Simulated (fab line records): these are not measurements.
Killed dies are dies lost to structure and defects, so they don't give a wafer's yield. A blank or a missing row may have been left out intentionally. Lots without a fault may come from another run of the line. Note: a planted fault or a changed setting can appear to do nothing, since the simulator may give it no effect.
fab line records | flow sky130
record lots=4 | wafers=12 | last_day=51
route steps=708 shown DNWELL@41 PWDE@45 NWELL@57 PAD_OPEN@708
lots that met no fault: taken from a fault-free run of the same line
start_h: hours from the record's first day to the start of the lot's first wafer shown | wait_h: hours since the lot's step before | " identical to the entry in the row above | L1.1+2: several wafers, shown together as one row | - no value, or no start given | * or withheld: withheld | < > ~ a bound
route shown NAME@n: NAME is a module with steps in the file, n the number in the route of the first one | usual: mean/standard deviation taken from wafers without a fault | same: alike in all rows | chamber/n: place in a boat | sites: the reading at each site | _std_site: the standard deviation of these | _edge_site: mean of outer sites minus mean of inner sites | radius_mm: how far each site lies from the wafer's centre | mask NAME#n: copy n | behind: tool/chamber where the wafer was last shaped | hold: why the lot went on hold/how many hours it stayed there/how the hold came to an end | device: whichever transistor did not switch (one of n, p or np) | end of line: the route-end tests of the same wafers | step lacking rows: just its recipe | killed: the dies lost at the first sort to structure and to defects; this is not the yield of the wafer | map: the dies of a wafer, with x for killed, . for not killed, _ for no die there
set.NAME: the setting that was run; set.NAME@STEP: the one run at that earlier step | model.NAME: the simulator's own value behind a step, which no gauge read
lots seen at some steps along the route; tables by step, rows by wafer
services: when a tool's chamber went out of use (start_h, in hours from the record's first day, below 0 if earlier), for how many hours, and the reason
## steps
# step SKY_DNWELL_DEVELOP_06
# recipe wall_angle_deg=90 | developer=TMAH | develop_time_s=60 | dev_temp_c=23
# step SKY_DNWELL_IMPLANT_07
# recipe species=P | energy_kev=withheld | dose_cm2=withheld | tilt_deg=withheld
# step SKY_DNWELL_STRIP_08
# recipe chemistry=O2/N2 | power_w=1400 | pressure_mtorr=1500 | platen_temp_c=withheld | o2_flow_sccm=3000 | n2_flow_sccm=300 | overash_fraction=0.5
# step SKY_PWDE_DEHYDRATE_00
# recipe temp_c=200 | time_s=60
# step SKY_PWDE_HMDS_01
# recipe prime_time_s=60 | prime_temp_c=120
# step SKY_PWDE_COAT_02
# recipe spin_rpm=2000 | resist_thk_nm=3000
# step SKY_PWDE_SOFTBAKE_03
# recipe temp_c=110 | time_s=withheld
# step SKY_PWDE_EXPOSE_04
# recipe mask_id=PWDEM | na=0.6 | source_shape=conventional | sigma_outer=0.6 | polarization=unpolarized | target_cd_nm=840 | dose_mj=214
# step SKY_PWDE_PEB_05
# recipe temp_c=115 | time_s=withheld
# step SKY_PWDE_DEVELOP_06
# recipe wall_angle_deg=90 | developer=TMAH | develop_time_s=60 | dev_temp_c=23
# step SKY_PWDE_IMPLANT_08
# recipe species=B | energy_kev=150 | dose_cm2=3.6e+12 | tilt_deg=withheld
# usual beam_on_s=9.97/0.19 | dose_ions_cm2=3.6e+12/4e+09 | end_station_pressure_torr=4.97e-06/2.8e-07 | faraday_current_uA=20.4/0.39
lot.wafer | tool         | chamber | start_h | wait_h | beam_on_s | dose_ions_cm2 | end_station_pressure_torr | faraday_current_uA
L529.1    | implanter-02 | 0       | 121.34  | 0.0    | 9.95      | 3.6e+12       | 4.69e-06                  | 20.4
L529.3    | "            | 0       | "       | "      | 9.80      | 3.602e+12     | 5.47e-06                  | 20.7
L529.5    | "            | 0       | "       | "      | 10.20     | 3.603e+12     | 5.1e-06                   | 19.9
L533.1    | implanter-01 | 0       | 145.78  | 0.0    | 9.93      | 3.605e+12     | 5.16e-06                  | 20.5
L533.3    | "            | 0       | "       | "      | 10.12     | 3.612e+12     | 4.59e-06                  | 20.0
L533.5    | "            | 0       | "       | "      | 10.01     | 3.6e+12       | 5.01e-06                  | 20.3
L540.2    | implanter-02 | 0       | 183.46  | 0.0    | 11.47     | 3.599e+12     | 7.347e-05                 | 17.3
L540.4    | "            | 0       | "       | "      | 11.03     | 3.598e+12     | 7.388e-05                 | 18.0
L540.6    | "            | 0       | "       | "      | 11.11     | 3.601e+12     | 8.041e-05                 | 17.9
L542.1    | implanter-02 | 0       | 198.02  | 0.0    | 11.44     | 3.608e+12     | 7.698e-05                 | 17.4
L542.3    | "            | 0       | "       | "      | 11.00     | 3.606e+12     | 7.281e-05                 | 18.0
L542.4    | "            | 0       | "       | "      | 10.85     | 3.608e+12     | 8.428e-05                 | 18.3
# step SKY_PWDE_STRIP_09
# recipe chemistry=O2/N2 | power_w=1400 | pressure_mtorr=1500 | platen_temp_c=withheld | o2_flow_sccm=3000 | n2_flow_sccm=300 | overash_fraction=0.5
# step SKY_PWDE_TW_MEAS_10
# usual PWDE_TW=375.2/2
lot.wafer | tool          | chamber | start_h | wait_h | hold                     | PWDE_TW
L529.1    | film_metro-04 | -       | 121.59  | 0.1    | -                        | 373.3
L529.3    | "             | -       | "       | "      | -                        | 375.7
L529.5    | "             | -       | "       | "      | -                        | 374.5
L533.1    | film_metro-04 | -       | 146.03  | 0.1    | -                        | 375.1
L533.3    | "             | -       | "       | "      | -                        | 375.2
L533.5    | "             | -       | "       | "      | -                        | 374.6
L540.2    | film_metro-04 | -       | 183.69  | 0.1    | await_dispo/0.2h/release | 386.5
L540.4    | "             | -       | "       | "      | await_dispo/0.2h/release | 386.8
L540.6    | "             | -       | "       | "      | await_dispo/0.2h/release | 388.4
L540.2    | film_metro-04 | -       | 183.92  | 0.2    | -                        | 386.9
L540.4    | "             | -       | "       | "      | -                        | 387.0
L540.6    | "             | -       | "       | "      | -                        | 388.9
L542.1    | film_metro-01 | -       | 198.27  | 0.1    | await_dispo/0.2h/release | 386.7
L542.3    | "             | -       | "       | "      | await_dispo/0.2h/release | 386.3
L542.4    | "             | -       | "       | "      | await_dispo/0.2h/release | 386.2
L542.1    | film_metro-01 | -       | 198.49  | 0.2    | -                        | 386.5
L542.3    | "             | -       | "       | "      | -                        | 387.5
L542.4    | "             | -       | "       | "      | -                        | 385.7
# step SKY_NWELL_HMDS_04
# recipe prime_time_s=60 | prime_temp_c=120
# step SKY_NWELL_COAT_05
# recipe spin_rpm=2000 | resist_thk_nm=3000
# step SKY_NWELL_SOFTBAKE_06
# recipe temp_c=110 | time_s=withheld
# step SKY_NWELL_EXPOSE_07
# recipe mask_id=NWM | na=0.6 | source_shape=conventional | sigma_outer=0.6 | polarization=unpolarized | target_cd_nm=840 | dose_mj=255
# step SKY_NWELL_PEB_08
# recipe temp_c=115 | time_s=withheld
# step SKY_NWELL_DEVELOP_09
# recipe wall_angle_deg=90 | developer=TMAH | develop_time_s=62.75 | dev_temp_c=23
# step SKY_NWELL_IMPLANT_11
# recipe species=P | energy_kev=400 | dose_cm2=1.9e+13 | tilt_deg=withheld
# step SKY_NWELL_IMPLANT_12
# recipe species=P | energy_kev=120 | dose_cm2=1.3e+12 | tilt_deg=withheld
# step SKY_NWELL_IMPLANT_13
# recipe species=P | energy_kev=50 | dose_cm2=7e+11 | tilt_deg=withheld
# step SKY_NWELL_STRIP_14
# recipe chemistry=O2/N2 | power_w=1400 | pressure_mtorr=1500 | platen_temp_c=withheld | o2_flow_sccm=3000 | n2_flow_sccm=300 | overash_fraction=0.5
# step SKY_NWELL_DEHYDRATE_16
# recipe temp_c=200 | time_s=60
# step SKY_NWELL_HMDS_17
# recipe prime_time_s=60 | prime_temp_c=120
# step SKY_NWELL_COAT_18
# recipe spin_rpm=2000 | resist_thk_nm=3000
# step SKY_NWELL_SOFTBAKE_19
# recipe temp_c=110 | time_s=withheld
# step SKY_NWELL_EXPOSE_20
# recipe mask_id=NWM_COMPLEMENT | na=0.6 | source_shape=conventional | sigma_outer=0.6 | polarization=unpolarized | target_cd_nm=840 | dose_mj=260
# step SKY_NWELL_PEB_21
# recipe temp_c=115 | time_s=withheld
# step SKY_NWELL_DEVELOP_22
# recipe wall_angle_deg=90 | developer=TMAH | develop_time_s=60 | dev_temp_c=23.54
# step SKY_NWELL_IMPLANT_24
# recipe species=B | energy_kev=140 | dose_cm2=9.2e+12 | tilt_deg=withheld
# step SKY_NWELL_STRIP_25
# recipe chemistry=O2/N2 | power_w=1400 | pressure_mtorr=1500 | platen_temp_c=withheld | o2_flow_sccm=3000 | n2_flow_sccm=300 | overash_fraction=0.5
# step SKY_NWELL_CLEAN_27
# recipe chemistry=SC1/SC2 | mix=1:4:20 | temp_c=70 | time_s=150 | dry=n2_spin
# step SKY_NWELL_RTA_28
# recipe temp_c=1050 | time_s=30 | idle_temp_c=650 | ramp_up_c_per_s=150 | ramp_down_c_per_s=90 | ambient=N2
# step SKY_NWELL_RS_MEAS_31
# recipe thk_meas_gauge=four-point-probe
# usual PWDE_RS=5276/15
lot.wafer | tool          | chamber | start_h | wait_h | hold                     | PWDE_RS[ohm/sq]
L529.1    | film_metro-02 | -       | 162.24  | 0.1    | -                        | 5294
L529.3    | "             | -       | "       | "      | -                        | 5288
L529.5    | "             | -       | "       | "      | -                        | 5285
L533.1    | film_metro-04 | -       | 188.14  | 0.1    | -                        | 5281
L533.3    | "             | -       | "       | "      | -                        | 5265
L533.5    | "             | -       | "       | "      | -                        | 5266
L540.2    | film_metro-02 | -       | 228.56  | 0.1    | await_dispo/0.2h/release | 4809
L540.4    | "             | -       | "       | "      | await_dispo/0.2h/release | 4805
L540.6    | "             | -       | "       | "      | await_dispo/0.2h/release | 4794
L540.2    | film_metro-02 | -       | 228.84  | 0.3    | -                        | 4816
L540.4    | "             | -       | "       | "      | -                        | 4818
L540.6    | "             | -       | "       | "      | -                        | 4795
L542.1    | film_metro-01 | -       | 245.24  | 0.1    | await_dispo/0.2h/release | 4803
L542.3    | "             | -       | "       | "      | await_dispo/0.2h/release | 4801
L542.4    | "             | -       | "       | "      | await_dispo/0.2h/release | 4816
L542.1    | film_metro-01 | -       | 245.52  | 0.3    | -                        | 4812
L542.3    | "             | -       | "       | "      | -                        | 4797
L542.4    | "             | -       | "       | "      | -                        | 4818
# step SKY_PAD_OPEN_PROBE_99
# usual killed_at_M0_to_M3=43/7.5 | killed_at_M4_up=3.2/1.9 | killed_at_contacts=24/5.6 | killed_at_front_end=15/4.8 | killed_at_other=0.2/0.54 | killed_dies=86/11 | killed_open=47/7.6 | killed_short=39/7.1
# same gross_dies=492 | killed_at_back_side=0
lot.wafer | tool      | chamber | start_h | wait_h | killed_at_M0_to_M3 | killed_at_M4_up | killed_at_contacts | killed_at_front_end | killed_at_other | killed_dies | killed_open | killed_short | model.etest.res_p_drift_20v.rs_ohm_sq | model.etest.res_pwde_under_gate.rs_ohm_sq
L529.1    | prober-01 | -       | 1150.65 | 0.1    | 45                 | 3               | 20                 | 20                  | 0               | 88          | 51          | 37           | 9288                                  | 6101
L529.3    | prober-01 | -       | 1150.75 | 0.2    | 55                 | 7               | 26                 | 12                  | 0               | 100         | 57          | 43           | 9348                                  | 6154
L529.5    | prober-01 | -       | 1150.85 | 0.2    | 40                 | 2               | 30                 | 8                   | 0               | 80          | 36          | 44           | 9161                                  | 6179
L533.1    | prober-02 | -       | 1173.94 | 0.1    | 61                 | 2               | 28                 | 12                  | 0               | 103         | 53          | 50           | 9447                                  | 6230
L533.3    | prober-02 | -       | 1174.04 | 0.2    | 37                 | 2               | 31                 | 14                  | 0               | 84          | 41          | 43           | 1.029e+04                             | 6244
L533.5    | prober-02 | -       | 1174.14 | 0.2    | 39                 | 2               | 22                 | 17                  | 0               | 80          | 38          | 42           | 9774                                  | 6254
L540.2    | prober-02 | -       | 1203.82 | 0.1    | 48                 | 3               | 17                 | 22                  | 1               | 91          | 49          | 42           | 8465                                  | 5565
L540.4    | prober-02 | -       | 1203.92 | 0.2    | 48                 | 6               | 25                 | 15                  | 0               | 94          | 51          | 43           | 8255                                  | 5578
L540.6    | prober-02 | -       | 1204.02 | 0.2    | 41                 | 1               | 33                 | 20                  | 0               | 95          | 52          | 43           | 8330                                  | 5529
L542.1    | prober-02 | -       | 1215.01 | 0.1    | 42                 | 0               | 31                 | 20                  | 0               | 93          | 44          | 49           | 8420                                  | 5496
L542.3    | prober-02 | -       | 1215.11 | 0.2    | 41                 | 1               | 18                 | 13                  | 0               | 73          | 40          | 33           | 8466                                  | 5444
L542.4    | prober-02 | -       | 1215.16 | 0.2    | 39                 | 6               | 22                 | 19                  | 0               | 86          | 49          | 37           | 8504                                  | 5541
# killed by level:class
L529.1 VIA1:geometric_particle:open=11 METAL2:geometric_particle:short=11 LI_CONTACT:geometric_particle:open=8 FIELD_ISO:geometric_particle:open=7 VIA2:geometric_particle:open=7 CONTACT:geometric_particle:open=6 POLY_GATE:geometric_particle:open=4 VIA3:geometric_particle:open=4
L529.3 VIA1:geometric_particle:open=16 CONTACT:geometric_particle:open=10 VIA2:geometric_particle:open=10 VIA3:geometric_particle:open=8 VIA1:geometric_particle:short=6 METAL1:geometric_particle:short=6 METAL3:geometric_particle:short=6 POLY_GATE:geometric_particle:open=5
L529.5 CONTACT:geometric_particle:open=11 CONTACT:geometric_particle:short=8 VIA2:geometric_particle:open=8 METAL2:geometric_particle:short=7 VIA1:geometric_particle:short=7 LI_CONTACT:geometric_particle:open=5 METAL1:geometric_particle:short=5 VIA1:geometric_particle:open=5
L533.1 CONTACT:geometric_particle:open=14 VIA1:geometric_particle:open=10 VIA2:geometric_particle:open=9 METAL1:geometric_particle:short=7 METAL2:geometric_particle:short=7 VIA3:geometric_particle:open=6 VIA2:geometric_particle:short=6 LI_CONTACT:geometric_particle:short=5
L533.3 CONTACT:geometric_particle:open=13 POLY_GATE:geometric_particle:short=8 VIA1:geometric_particle:open=7 METAL1:geometric_particle:short=6 FIELD_ISO:geometric_particle:open=5 LI_CONTACT:geometric_particle:open=5 LOCAL_INTERCONNECT:geometric_particle:short=5 CONTACT:geometric_particle:short=5
L533.5 VIA1:geometric_particle:open=12 METAL2:geometric_particle:short=9 FIELD_ISO:geometric_particle:short=7 LI_CONTACT:geometric_particle:open=6 CONTACT:geometric_particle:short=6 CONTACT:geometric_particle:open=5 VIA1:geometric_particle:short=4 VIA2:geometric_particle:open=4
L540.2 VIA1:geometric_particle:short=9 VIA3:geometric_particle:open=9 VIA1:geometric_particle:open=8 FIELD_ISO:geometric_particle:open=6 LI_CONTACT:geometric_particle:open=5 LOCAL_INTERCONNECT:geometric_particle:short=5 VIA2:geometric_particle:open=5 FIELD_ISO:geometric_particle:short=4
L540.4 VIA1:geometric_particle:open=14 CONTACT:geometric_particle:open=12 VIA3:geometric_particle:open=7 LI_CONTACT:geometric_particle:open=6 METAL4:geometric_particle:short=6 FIELD_ISO:geometric_particle:short=5 VIA2:geometric_particle:open=5 POLY_GATE:geometric_particle:short=4
L540.6 VIA1:geometric_particle:open=12 CONTACT:geometric_particle:open=12 VIA2:geometric_particle:open=9 LI_CONTACT:geometric_particle:open=7 POLY_GATE:geometric_particle:short=7 POLY_GATE:geometric_particle:open=6 LI_CONTACT:geometric_particle:short=6 CONTACT:geometric_particle:short=5
L542.1 CONTACT:geometric_particle:short=9 VIA2:geometric_particle:open=8 POLY_GATE:geometric_particle:short=7 LI_CONTACT:geometric_particle:open=7 VIA1:geometric_particle:open=6 POLY_GATE:geometric_particle:open=5 LI_CONTACT:geometric_particle:short=5 CONTACT:geometric_particle:open=5
L542.3 VIA1:geometric_particle:open=9 VIA3:geometric_particle:open=8 CONTACT:geometric_particle:open=6 METAL2:geometric_particle:short=5 FIELD_ISO:geometric_particle:short=4 LI_CONTACT:geometric_particle:short=4 CONTACT:geometric_particle:short=4 VIA2:geometric_particle:open=4
L542.4 CONTACT:geometric_particle:open=13 VIA1:geometric_particle:open=8 METAL2:geometric_particle:short=6 FIELD_ISO:geometric_particle:short=4 POLY_GATE:geometric_particle:open=4 POLY_GATE:geometric_particle:short=4 CONTACT:geometric_particle:short=4 VIA2:geometric_particle:short=4
## services
tool         | chamber | start_h | hours | kind
implanter-01 | -       | 159.42  | 2.2   | repair
implanter-01 | -       | 179.77  | 2.3   | repair
implanter-02 | -       | 192.32  | 0.9   | repair
## key
first_sign step=SKY_PWDE_IMPLANT_08 | reading=end_station_pressure_torr | direction=up | sigmas=99+ | usual=4.97e-06 | struck=7.697e-05
effect step=SKY_PWDE_IMPLANT_08 | reading=faraday_current_uA | direction=down | sigmas=6.7 | usual=20.4 | struck=17.8
effect step=SKY_PWDE_TW_MEAS_10 | reading=visit | direction=added
effect step=SKY_PWDE_TW_MEAS_10 | reading=PWDE_TW | direction=up | sigmas=5.7 | usual=375.2 | struck=386.8
effect step=SKY_NWELL_RS_MEAS_31 | reading=PWDE_RS | direction=down | sigmas=31 | usual=5276 | struck=4805
model_effect step=SKY_PAD_OPEN_PROBE_99 | value=etest.res_p_drift_20v.rs_ohm_sq | without=9383 | struck=8406
met_at SKY_PWDE_IMPLANT_08
struck_wafers L540.2,L540.4,L540.6,L542.1,L542.3,L542.4
tester_left_out L540,L542
onset_between 121.34 183.46
fault kind=process_parameter_drift | tool=implanter-02 | chamber=- | onset_h=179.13 | steps=SKY_PWDE_IMPLANT_08 | channel=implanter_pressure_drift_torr | offset=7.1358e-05 | shape=step | end_h=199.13
fault kind=process_parameter_drift | tool=implanter-02 | chamber=- | onset_h=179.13 | steps=SKY_PWDE_IMPLANT_08 | channel=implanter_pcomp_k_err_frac | offset=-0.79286 | shape=step | end_h=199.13
# tester_left_out: of these lots the tester's yield and bins aren't shown, on N5 and GAA mostly nor the transistor test; their killed dies are dies lost to structure and defects alone, not to doping, threshold or leakage, so they don't give the yield
